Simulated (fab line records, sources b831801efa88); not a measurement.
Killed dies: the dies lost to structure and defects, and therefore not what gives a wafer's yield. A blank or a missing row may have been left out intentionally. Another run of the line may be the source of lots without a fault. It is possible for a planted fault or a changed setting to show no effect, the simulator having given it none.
Comparing a struck lot with a sound one    flow sky130    15 out of 708 route steps
Sound: the wafers L365.1, L365.4, L365.5. Struck: wafer L377.3 (L377.2, L377.4, from the same lot, were not struck and are left out); the cause is given at the end.
Each step with rows lists, per side, the tool, then ch with its chambers, then its first start. Under that, the readings that differ: sound wafers    struck wafers    difference of the means    sigmas: that difference in standard deviations of wafers without a fault.
alike: words and numbers the same on both sides, and readings whose means are apart by under 2 such deviations; not compared: readings that were withheld, readings missing a value for some wafer, numbers with overlapping values and no deviation given by the record, and bounds like >300 which may hide the same value.
Wherever a step has rows on one side only, a row that says differs or no value, or a row with sigmas, the two part there. Numbers that have no deviation but don't overlap get no sigmas and don't part them. A reading missing from all wafers of one side parts the sides only when that side holds two or more wafers.

first, 8 steps without rows for these wafers: SKY_FIELD_ISO_DEHYDRATE_05 (time 60 s); SKY_FIELD_ISO_HMDS_06 (prime time 60 s); SKY_FIELD_ISO_COAT_07 (resist thk 60 nm); SKY_FIELD_ISO_COAT_08 (resist thk 450 nm); SKY_FIELD_ISO_SOFTBAKE_09 (time 90 s); SKY_FIELD_ISO_EXPOSE_10 (exposes mask FOM, target cd 150 nm); SKY_FIELD_ISO_PEB_11; SKY_FIELD_ISO_DEVELOP_12 (develop time 60 s).
SKY_FIELD_ISO_CD_MEAS_13 targets a cd of 150 nm.
  sound on cd_sem-02 at day 2 09:22; struck on cd_sem-01 at day 5 02:49
  alike: cd_nm
SKY_FIELD_ISO_ETCH_14: etches BARC in N2/H2, stops on SiO2, time 45.9 s, target depth 60 nm.
  sound on rie_diel-04 ch 0,2,3, day 2 09:29; struck on rie_diel-03 ch 1, day 5 02:55
reading                sound              struck  difference  sigmas
oes_product_au (a.u.)  0.855 0.856 0.858  0.845   -0.011      -2
  alike: drypump_motor_current_A, run_length_s, throttle_valve_pct
  not compared: rf_hours_counter_h
SKY_FIELD_ISO_ETCH_15: etches the open film in CHF3/O2, stops on Si, target depth 180 nm, time 72 s.
  sound on rie_diel-04 ch 0,2,3, day 2 09:31; struck on rie_diel-03 ch 1, day 5 02:58
  alike: drypump_motor_current_A, oes_product_au, run_length_s, throttle_valve_pct
  not compared: rf_hours_counter_h
SKY_FIELD_ISO_STRIP_16: strips in O2/N2.
  sound on plasma_asher-03 ch 0,1, day 2 09:35; struck on plasma_asher-03 ch 1, day 5 03:01
reading                sound              struck  difference  sigmas
oes_product_au (a.u.)  0.371 0.380 0.370  0.384   +0.010      +2
  alike: drypump_motor_current_A, strip_time_to_endpoint_s
  not compared: rf_hours_counter_h
SKY_FIELD_ISO_ETCH_17: etches Si in HBr/Cl2/O2, target depth 342 nm, time 97.7 s.
  sound on rie_si-02 ch 0,1,3, day 2 09:41; struck on rie_si-02 ch 2, day 5 03:07
reading                                sound                 struck  difference  sigmas
run_length_s (s)                       126.7 125.8 126.0     113.2   -13.0       -29
throttle_valve_pct (%)                 25.659 25.655 25.658  25.635  -0.022      -2
model.FIELD_ISO.feature_depth_nm (nm)  340 345.5 343.3       304.2   -38.7       
model.etch.depth_nm (nm)               340 345.5 343.3       304.2   -38.7       
  alike: drypump_motor_current_A, oes_product_au
  not compared: rf_hours_counter_h
then, 1 step without rows for these wafers: SKY_FIELD_ISO_WET_ETCH_18 (etches Si3N4 in H3PO4, target depth 25 nm, time 286 s).
-- here the record skips 44 days between the struck wafers' starts before and after, leaving off in module FIELD_ISO and picking up in module PAD_OPEN (first step shown: number 708 of the route) --
SKY_PAD_OPEN_PROBE_99:
  sound on prober-01 at day 45 21:14; struck on prober-02 at day 49 08:15
reading                                  sound                          struck     difference  sigmas
killed_at_front_end                      11 17 7                        23         +11         +3
model.etest.res_p_drift_20v.line_ohm_um  1.242e+04 1.272e+04 1.256e+04  9330       -3237       
model.etest.res_p_drift_20v.rs_ohm_sq    1.04e+04 1.059e+04 1.063e+04   7680       -2860       
model.etest.pfet_16v.r_on_ohm_um         1.498e+04 1.523e+04 1.518e+04  1.407e+04  -1.060e+03  
model.etest.res_iso_pwell.rs_ohm_sq      3122 3197 3201                 2512       -661        
model.etest.res_iso_pwell.line_ohm_um    1176 1226 1225                 944.2      -264.8      
model.etest.res_nwell.line_ohm_um        1150 1173 1156                 1058       -102        
model.etest.res_nwell.rs_ohm_sq          957.2 977.4 972.4              872.5      -96.5       
model.etest.pfet_16v.drive_ua_um         250.1 251 250.3                253.8      +3.3        
  alike: killed_at_M0_to_M3, killed_at_M4_up, killed_at_contacts, killed_at_other, killed_dies, killed_open, killed_short

WHERE THEY PART
Earliest at SKY_FIELD_ISO_ETCH_14; latest, in this record, at SKY_PAD_OPEN_PROBE_99.

WHY: whatever the simulator had introduced
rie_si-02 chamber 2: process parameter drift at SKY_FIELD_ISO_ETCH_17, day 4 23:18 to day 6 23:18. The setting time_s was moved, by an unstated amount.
